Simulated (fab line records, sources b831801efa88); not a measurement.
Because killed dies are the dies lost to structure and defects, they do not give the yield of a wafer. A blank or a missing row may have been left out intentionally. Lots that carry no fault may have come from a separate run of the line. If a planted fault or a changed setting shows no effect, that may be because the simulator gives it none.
fab line records	flow gf180mcu
record: lots: 5	wafers: 15	last_day: 33
route steps=602 shown CONTACT@310 M1@315
lots untouched by any fault: they come from a run of this same line in which no faults occurred
start_h: hours from the record's opening day to when the first of the lot's shown wafers began	wait_h: hours since the lot's step before	" as in the row above	L1.1+2: one row covering several wafers at once	- value missing, or start not given	* or withheld: withheld	< > ~ a bound
route shown NAME@n: a module of which the file shows steps, and the number in the route of the first	usual: mean/standard deviation taken from wafers without a fault	same: alike in all rows	chamber/n: place in a boat	sites: readings site by site	_std_site: the values' standard deviation	_edge_site: inner sites' mean taken away from outer sites' mean	radius_mm: for every site, how far away it sits from the centre of the wafer	mask NAME#n: copy n	behind: tool/chamber where the wafer was last shaped	hold: why the lot was held/for how many hours/how that ended	device: transistor that didn't switch, given as n, p or np	end of line: the same wafers' tests at the end of the route	a step given without rows: its recipe and nothing more	killed: the dies lost at the first sort to structure and to defects; this is not the yield of the wafer	map: a wafer's dies, marking killed ones x, the rest . and places with no die _
set.NAME: setting as actually run; set.NAME@STEP: the setting as run at that earlier step	model.NAME: the simulator's own value behind a step, which no gauge read
certain route steps with their lots: each step a table, each wafer a row
services: the hour from which a tool's chamber was out of use, counted from the record's first day as start_h (under 0 if before that day), plus the number of hours and why
== steps ==
step: GF_CONTACT_SPUTTER_23
recipe: material: TiN	target_thk_nm: 10	chamber_pressure_pa: 5	power_w: 4000	time_s: 40
usual: throttle_valve_pct: 29.7/1.1
lot.wafer	tool	chamber	start_h	wait_h	throttle_valve_pct
L074.1	pvd_sputter-03	-	354.82	0.0	30.1
L074.3	"	-	"	"	30.3
L074.5	"	-	"	"	30.5
L076.3	pvd_sputter-04	-	370.52	0.0	27.8
L076.4	"	-	"	"	30.9
L076.6	"	-	"	"	27.8
L086.1	pvd_sputter-04	-	466.09	0.0	27.8
L086.2	"	-	"	"	28.5
L086.6	"	-	"	"	28.6
L089.2	pvd_sputter-04	-	502.14	0.0	28.4
L089.3	"	-	"	"	28.5
L089.4	"	-	"	"	27.8
L091.1	pvd_sputter-03	-	530.33	0.0	30.2
L091.3	"	-	"	"	30.3
L091.5	"	-	"	"	30.3
step: GF_CONTACT_CVD_24
recipe: material: W	target_thk_nm: 300	time_s: 90.339	temp_c: 400	pressure_torr: 40
usual: heater_power_w: 798/64
lot.wafer	tool	chamber	start_h	wait_h	heater_power_w
L074.1	cvd_w-01	0	354.86	0.0	950
L074.3	"	0	"	"	934
L074.5	"	0	"	"	940
L076.3	cvd_w-02	0	370.59	0.1	761
L076.4	"	1	"	"	737
L076.6	"	0	"	"	777
L086.1	cvd_w-02	0	466.13	0.0	757
L086.2	"	1	"	"	748
L086.6	"	1	"	"	746
L089.2	cvd_w-02	1	502.18	0.0	750
L089.3	"	1	"	"	754
L089.4	"	0	"	"	772
L091.1	cvd_w-02	0	530.37	0.0	758
L091.3	"	0	"	"	759
L091.5	"	0	"	"	756
step: GF_CONTACT_RS_MEAS_25
recipe: thk_meas_gauge: four-point-probe	reads: W_of_CONTACT_CVD_24+TiN_of_CONTACT_SPUTTER_23+Ti_of_CONTACT_SPUTTER_22
usual: CONTACT_W_RS: 0.383/0.0062
lot.wafer	tool	chamber	start_h	wait_h	CONTACT_W_RS[ohm/sq]
L074.1	film_metro-01	-	354.96	0.1	0.378
L074.3	"	-	"	"	0.376
L074.5	"	-	"	"	0.377
L076.3	film_metro-01	-	370.70	0.1	0.388
L076.4	"	-	"	"	0.389
L076.6	"	-	"	"	0.385
L086.1	film_metro-01	-	466.23	0.1	0.384
L086.2	"	-	"	"	0.396
L086.6	"	-	"	"	0.388
L089.2	film_metro-01	-	502.30	0.1	0.393
L089.3	"	-	"	"	0.387
L089.4	"	-	"	"	0.386
L091.1	film_metro-01	-	530.47	0.1	0.388
L091.3	"	-	"	"	0.390
L091.5	"	-	"	"	0.382
step: GF_CONTACT_THK_MEAS_26
recipe: thk_meas_gauge: xrf	reads: W_of_CONTACT_CVD_24
usual: CONTACT_W_THK: 303/5.4
lot.wafer	tool	chamber	start_h	wait_h	CONTACT_W_THK[nm]
L074.1	film_metro-01	-	355.08	0.1	311
L074.3	"	-	"	"	310
L074.5	"	-	"	"	310
L076.3	film_metro-01	-	370.80	0.1	299
L076.4	"	-	"	"	298
L076.6	"	-	"	"	300
L086.1	film_metro-01	-	466.35	0.1	302
L086.2	"	-	"	"	293
L086.6	"	-	"	"	299
L089.2	film_metro-01	-	502.41	0.1	296
L089.3	"	-	"	"	297
L089.4	"	-	"	"	302
L091.1	film_metro-01	-	530.59	0.1	297
L091.3	"	-	"	"	296
L091.5	"	-	"	"	302
step: GF_CONTACT_CMP_27
recipe: stop_on: SiO2	down_force_psi: 3.5	platen_rpm: 60	t_overpolish_s: 15	target_thk_nm: 0	pad_velocity_m_s: 0.94248
usual: motor_current_A: 11.1/0.79	overpolish_run_s: 15.001/0.0084	platen_rpm: 60.00/0.039	time_to_endpoint_s: 71/3.7
lot.wafer	tool	chamber	start_h	wait_h	motor_current_A	overpolish_run_s	platen_rpm	time_to_endpoint_s
L074.3	cmp-02	1	355.24	0.1	9.4	15.011	60.01	71
L074.1	"	2	"	"	11.2	14.999	59.99	75
L074.5	"	0	"	"	11.3	14.996	59.94	75
L076.3	cmp-02	3	370.84	0.0	12.6	15.008	60.03	71
L076.4	"	0	"	"	11.8	15.002	59.96	72
L076.6	"	3	"	"	12.0	14.994	60.01	72
L086.2	cmp-01	3	466.51	0.1	10.5	14.991	59.98	68
L086.1	"	0	"	"	10.9	15.000	60.02	77
L086.6	"	1	"	"	10.5	15.011	59.91	65
L089.4	cmp-01	0	502.46	0.0	12.0	14.990	59.95	71
L089.3	"	1	"	"	11.6	15.011	59.93	69
L089.2	"	2	"	"	11.0	15.002	59.97	63
L091.3	cmp-01	1	530.70	0.1	11.1	15.016	60.02	68
L091.1	"	3	"	"	10.5	15.004	60.01	68
L091.5	"	0	"	"	10.8	14.985	60.06	75
step: GF_M1_SPUTTER_00
recipe: material: Ti	target_thk_nm: 37.5	arriving_ion_energy_ev: 80	substrate_temp_c: 200	chamber_pressure_pa: 2	power_w: 4000	time_s: 150
usual: throttle_valve_pct: 29.3/1.1
lot.wafer	tool	chamber	start_h	wait_h	throttle_valve_pct
L074.1	pvd_sputter-01	-	355.44	0.1	30.9
L074.3	"	-	"	"	28.5
L074.5	"	-	"	"	31.0
L076.3	pvd_sputter-01	-	371.14	0.2	30.6
L076.4	"	-	"	"	28.6
L076.6	"	-	"	"	30.9
L086.1	pvd_sputter-01	-	466.71	0.1	30.8
L086.2	"	-	"	"	30.6
L086.6	"	-	"	"	30.6
L089.2	pvd_sputter-02	-	502.76	0.1	30.0
L089.3	"	-	"	"	27.8
L089.4	"	-	"	"	29.0
L091.1	pvd_sputter-01	-	530.95	0.1	31.0
L091.3	"	-	"	"	28.7
L091.5	"	-	"	"	30.9
step: GF_M1_SPUTTER_01
recipe: material: TiN	target_thk_nm: 30	power_w: 6246	time_s: 25	chamber_pressure_pa: 0.4
usual: throttle_valve_pct: 29.3/1.1
lot.wafer	tool	chamber	start_h	wait_h	throttle_valve_pct
L074.1	pvd_sputter-01	-	355.54	0.1	30.9
L074.3	"	-	"	"	28.5
L074.5	"	-	"	"	30.6
L076.3	pvd_sputter-01	-	371.24	0.1	30.7
L076.4	"	-	"	"	28.5
L076.6	"	-	"	"	31.1
L086.1	pvd_sputter-01	-	466.81	0.1	31.1
L086.2	"	-	"	"	30.9
L086.6	"	-	"	"	30.8
L089.2	pvd_sputter-02	-	502.86	0.1	30.0
L089.3	"	-	"	"	27.9
L089.4	"	-	"	"	29.1
L091.1	pvd_sputter-01	-	531.05	0.1	31.0
L091.3	"	-	"	"	29.0
L091.5	"	-	"	"	30.9
step: GF_M1_SPUTTER_02
recipe: material: AlCu	target_thk_nm: 450	power_w: 10600	time_s: 23.9	chamber_pressure_pa: 0.4
usual: throttle_valve_pct: 29.3/1.1
lot.wafer	tool	chamber	start_h	wait_h	throttle_valve_pct
L074.1	pvd_sputter-01	-	355.57	0.0	30.8
L074.3	"	-	"	"	28.5
L074.5	"	-	"	"	30.5
L076.3	pvd_sputter-01	-	371.27	0.0	30.8
L076.4	"	-	"	"	28.0
L076.6	"	-	"	"	30.7
L086.1	pvd_sputter-01	-	466.84	0.0	31.0
L086.2	"	-	"	"	30.9
L086.6	"	-	"	"	30.8
L089.2	pvd_sputter-02	-	502.89	0.0	30.2
L089.3	"	-	"	"	27.8
L089.4	"	-	"	"	29.3
L091.1	pvd_sputter-01	-	531.08	0.0	31.2
L091.3	"	-	"	"	29.0
L091.5	"	-	"	"	31.0
step: GF_M1_SPUTTER_03
recipe: material: Ti	target_thk_nm: 10	substrate_temp_c: 300	chamber_pressure_pa: 0.3	power_w: 3000	time_s: 6.7
usual: throttle_valve_pct: 29.3/1.1
lot.wafer	tool	chamber	start_h	wait_h	throttle_valve_pct
L074.1	pvd_sputter-01	-	355.60	0.0	31.0
L074.3	"	-	"	"	28.4
L074.5	"	-	"	"	30.8
L076.3	pvd_sputter-01	-	371.30	0.0	30.7
L076.4	"	-	"	"	28.4
L076.6	"	-	"	"	31.3
L086.1	pvd_sputter-01	-	466.87	0.0	31.0
L086.2	"	-	"	"	30.7
L086.6	"	-	"	"	30.6
L089.2	pvd_sputter-02	-	502.92	0.0	30.1
L089.3	"	-	"	"	27.9
L089.4	"	-	"	"	28.9
L091.1	pvd_sputter-01	-	531.11	0.0	31.1
L091.3	"	-	"	"	29.0
L091.5	"	-	"	"	30.7
step: GF_M1_SPUTTER_04
recipe: material: TiN	target_thk_nm: 50	power_w: 6500	time_s: 41.7	chamber_pressure_pa: 0.4
usual: throttle_valve_pct: 29.3/1.1
lot.wafer	tool	chamber	start_h	wait_h	throttle_valve_pct
L074.1	pvd_sputter-01	-	355.62	0.0	30.8
L074.3	"	-	"	"	28.5
L074.5	"	-	"	"	30.8
L076.3	pvd_sputter-01	-	371.32	0.0	30.7
L076.4	"	-	"	"	28.3
L076.6	"	-	"	"	30.9
L086.1	pvd_sputter-01	-	466.89	0.0	31.0
L086.2	"	-	"	"	30.7
L086.6	"	-	"	"	30.8
L089.2	pvd_sputter-02	-	502.94	0.0	30.0
L089.3	"	-	"	"	27.8
L089.4	"	-	"	"	29.0
L091.1	pvd_sputter-01	-	531.13	0.0	31.2
L091.3	"	-	"	"	29.1
L091.5	"	-	"	"	30.9
step: GF_M1_RS_MEAS_05
recipe: thk_meas_gauge: four-point-probe	reads: TiN_of_M1_SPUTTER_04+Ti_of_M1_SPUTTER_03+AlCu_of_M1_SPUTTER_02+TiN_of_M1_SPUTTER_01+Ti_of_M1_SPUTTER_00
usual: M1_ALCU_RS: 0.0693/0.00074
lot.wafer	tool	chamber	start_h	wait_h	M1_ALCU_RS[ohm/sq]
L074.1	film_metro-04	-	355.66	0.0	0.0700
L074.3	"	-	"	"	0.0699
L074.5	"	-	"	"	0.0701
L076.3	film_metro-02	-	371.40	0.1	0.0697
L076.4	"	-	"	"	0.0703
L076.6	"	-	"	"	0.0706
L086.1	film_metro-04	-	466.93	0.0	0.0698
L086.2	"	-	"	"	0.0697
L086.6	"	-	"	"	0.0695
L089.2	film_metro-02	-	503.00	0.0	0.0680
L089.3	"	-	"	"	0.0693
L089.4	"	-	"	"	0.0694
L091.1	film_metro-04	-	531.17	0.0	0.0691
L091.3	"	-	"	"	0.0676
L091.5	"	-	"	"	0.0685
step: GF_M1_THK_MEAS_06
recipe: thk_meas_gauge: xrf	reads: AlCu_of_M1_SPUTTER_02
usual: M1_ALCU_THK: 449/5.6
lot.wafer	tool	chamber	start_h	wait_h	M1_ALCU_THK[nm]
L074.1	film_metro-04	-	355.78	0.1	445
L074.3	"	-	"	"	443
L074.5	"	-	"	"	443
L076.3	film_metro-02	-	371.50	0.1	448
L076.4	"	-	"	"	445
L076.6	"	-	"	"	442
L086.1	film_metro-04	-	467.05	0.1	442
L086.2	"	-	"	"	443
L086.6	"	-	"	"	444
L089.2	film_metro-02	-	503.11	0.1	463
L089.3	"	-	"	"	452
L089.4	"	-	"	"	452
L091.1	film_metro-04	-	531.29	0.1	451
L091.3	"	-	"	"	459
L091.5	"	-	"	"	452
step: GF_M1_DEHYDRATE_07
recipe: temp_c: 200	time_s: 60
usual: exhaust_pa: 45.0/0.75
lot.wafer	tool	chamber	start_h	wait_h	exhaust_pa
L074.1	litho_track-04	0	366.04	10.3	45.5
L074.3	"	0	"	"	44.5
L074.5	"	0	"	"	45.8
L076.3	litho_track-04	0	382.74	11.2	44.7
L076.4	"	0	"	"	44.8
L076.6	"	0	"	"	44.4
L086.1	litho_track-04	0	479.14	12.1	44.1
L086.2	"	0	"	"	45.2
L086.6	"	0	"	"	45.5
L089.2	litho_track-03	0	513.77	10.6	44.5
L089.3	"	0	"	"	45.2
L089.4	"	0	"	"	44.8
L091.1	litho_track-03	0	541.19	9.9	44.4
L091.3	"	0	"	"	45.2
L091.5	"	0	"	"	42.8
step: GF_M1_HMDS_08
recipe: prime_time_s: 60	prime_temp_c: 120
usual: exhaust_pa: 44.9/0.81
lot.wafer	tool	chamber	start_h	wait_h	exhaust_pa
L074.1	litho_track-04	0	366.19	0.1	45.7
L074.3	"	0	"	"	44.5
L074.5	"	0	"	"	45.3
L076.3	litho_track-04	0	382.89	0.1	44.1
L076.4	"	0	"	"	44.9
L076.6	"	0	"	"	44.8
L086.1	litho_track-04	0	479.29	0.1	44.0
L086.2	"	0	"	"	45.1
L086.6	"	0	"	"	45.1
L089.2	litho_track-03	0	513.92	0.1	45.4
L089.3	"	0	"	"	44.7
L089.4	"	0	"	"	43.9
L091.1	litho_track-03	0	541.34	0.1	46.0
L091.3	"	0	"	"	47.0
L091.5	"	0	"	"	44.9
step: GF_M1_COAT_09
recipe: resist: KrF	spin_rpm: withheld	resist_thk_nm: 1000
usual: exhaust_pa: 44.8/0.82
lot.wafer	tool	chamber	start_h	wait_h	exhaust_pa
L074.1	litho_track-04	0	366.34	0.1	46.7
L074.3	"	0	"	"	45.2
L074.5	"	0	"	"	44.9
L076.3	litho_track-04	0	383.04	0.1	45.2
L076.4	"	0	"	"	44.9
L076.6	"	0	"	"	43.3
L086.1	litho_track-04	0	479.44	0.1	44.9
L086.2	"	0	"	"	43.3
L086.6	"	0	"	"	44.2
L089.2	litho_track-03	0	514.07	0.1	46.6
L089.3	"	0	"	"	45.7
L089.4	"	0	"	"	44.8
L091.1	litho_track-03	0	541.49	0.1	45.8
L091.3	"	0	"	"	44.1
L091.5	"	0	"	"	44.2
step: GF_M1_SOFTBAKE_10
recipe: temp_c: 130	time_s: 60	resist: KrF
usual: exhaust_pa: 45.3/0.73
lot.wafer	tool	chamber	start_h	wait_h	exhaust_pa
L074.1	litho_track-04	0	366.49	0.1	45.0
L074.3	"	0	"	"	46.1
L074.5	"	0	"	"	45.6
L076.3	litho_track-04	0	383.19	0.1	45.2
L076.4	"	0	"	"	45.3
L076.6	"	0	"	"	45.7
L086.1	litho_track-04	0	479.59	0.1	45.8
L086.2	"	0	"	"	45.6
L086.6	"	0	"	"	44.9
L089.2	litho_track-03	0	514.22	0.1	45.4
L089.3	"	0	"	"	45.3
L089.4	"	0	"	"	45.2
L091.1	litho_track-03	0	541.64	0.1	44.9
L091.3	"	0	"	"	45.5
L091.5	"	0	"	"	44.4
step: GF_M1_EXPOSE_11
recipe: mask_id: Metal1	target_cd_nm: 230	na: 0.68	source_shape: conventional	sigma_outer: 0.6	dose_mj: 28
lot.wafer	tool	chamber	start_h	wait_h	mask
L074.1+3+5	krf_scanner-01	0	-	-	Metal1#0
L076.3+4+6	krf_scanner-01	0	-	-	Metal1#0
L086.1+2+6	krf_scanner-02	0	-	-	Metal1#0
L089.2+3+4	krf_scanner-02	0	-	-	Metal1#0
L091.1+3+5	krf_scanner-02	0	-	-	Metal1#0
step: GF_M1_PEB_12
recipe: peb_temp_c: 135	peb_time_s: 90	resist: KrF
usual: exhaust_pa: 44.9/0.87
lot.wafer	tool	chamber	start_h	wait_h	exhaust_pa
L074.1	litho_track-04	0	-	-	44.2
L074.3	"	0	"	"	42.6
L074.5	"	0	"	"	44.3
L076.3	litho_track-03	0	-	-	42.6
L076.4	"	0	"	"	45.0
L076.6	"	0	"	"	46.9
L086.1	litho_track-01	0	-	-	44.0
L086.2	"	0	"	"	43.7
L086.6	"	0	"	"	44.2
L089.2	litho_track-04	0	-	-	44.7
L089.3	"	0	"	"	46.3
L089.4	"	0	"	"	45.7
L091.1	litho_track-04	0	-	-	44.9
L091.3	"	0	"	"	46.4
L091.5	"	0	"	"	44.6
step: GF_M1_DEVELOP_13
recipe: develop_time_s: 60	dev_temp_c: 21
usual: exhaust_pa: 45.2/0.96
lot.wafer	tool	chamber	start_h	wait_h	exhaust_pa
L074.1	litho_track-04	0	377.84	0.2	44.1
L074.3	"	0	"	"	42.9
L074.5	"	0	"	"	46.2
L076.3	litho_track-03	0	394.45	0.1	44.8
L076.4	"	0	"	"	45.1
L076.6	"	0	"	"	45.2
L086.1	litho_track-01	0	490.81	0.2	44.4
L086.2	"	0	"	"	43.2
L086.6	"	0	"	"	45.2
L089.2	litho_track-04	0	525.62	0.2	45.4
L089.3	"	0	"	"	44.8
L089.4	"	0	"	"	43.7
L091.1	litho_track-04	0	552.44	0.2	44.1
L091.3	"	0	"	"	45.2
L091.5	"	0	"	"	43.7
step: GF_M1_CD_MEAS_14
recipe: target_cd_nm: 230
usual: cd_nm: 230.5/1.1
lot.wafer	tool	chamber	start_h	wait_h	cd_nm
L074.1	cd_sem-01	-	377.99	0.1	231.6
L074.3	"	-	"	"	231.6
L074.5	"	-	"	"	230.9
L076.3	cd_sem-02	-	394.59	0.1	229.5
L076.4	"	-	"	"	229.9
L076.6	"	-	"	"	229.8
L086.1	cd_sem-01	-	490.96	0.1	230.6
L086.2	"	-	"	"	230.6
L086.6	"	-	"	"	230.8
L089.2	cd_sem-02	-	525.76	0.1	229.1
L089.3	"	-	"	"	230.0
L089.4	"	-	"	"	228.8
L091.1	cd_sem-01	-	552.59	0.1	229.8
L091.3	"	-	"	"	230.5
L091.5	"	-	"	"	229.7
== services ==
tool	chamber	start_h	hours	kind
krf_scanner-02	-	343.59	1.0	pm
cmp-01	-	343.60	1.2	repair
pvd_sputter-04	-	344.46	1.6	repair
pvd_sputter-02	-	345.59	2.9	repair
krf_scanner-02	-	348.86	0.9	repair
krf_scanner-02	-	352.29	21.0	pm
krf_scanner-02	-	374.04	4.4	pm
krf_scanner-02	-	384.19	0.2	repair
pvd_sputter-01	-	399.57	2.4	repair
cmp-01	-	428.42	0.5	repair
cmp-01	-	429.39	2.9	repair
pvd_sputter-02	-	448.25	4.5	repair
cmp-01	-	450.32	0.7	repair
pvd_sputter-02	-	453.21	4.3	repair
krf_scanner-02	-	453.81	0.8	pm
cmp-01	-	467.28	1.7	repair
cvd_w-02	1	481.47	18.2	repair
krf_scanner-02	-	494.10	0.7	repair
krf_scanner-02	-	494.81	0.8	pm
pvd_sputter-02	-	499.35	1.5	repair
krf_scanner-02	-	505.91	1.3	pm
krf_scanner-02	-	512.59	1.0	pm
pvd_sputter-01	-	515.26	2.6	repair
cvd_w-02	-	546.93	6.0	pm
== key ==
fault none
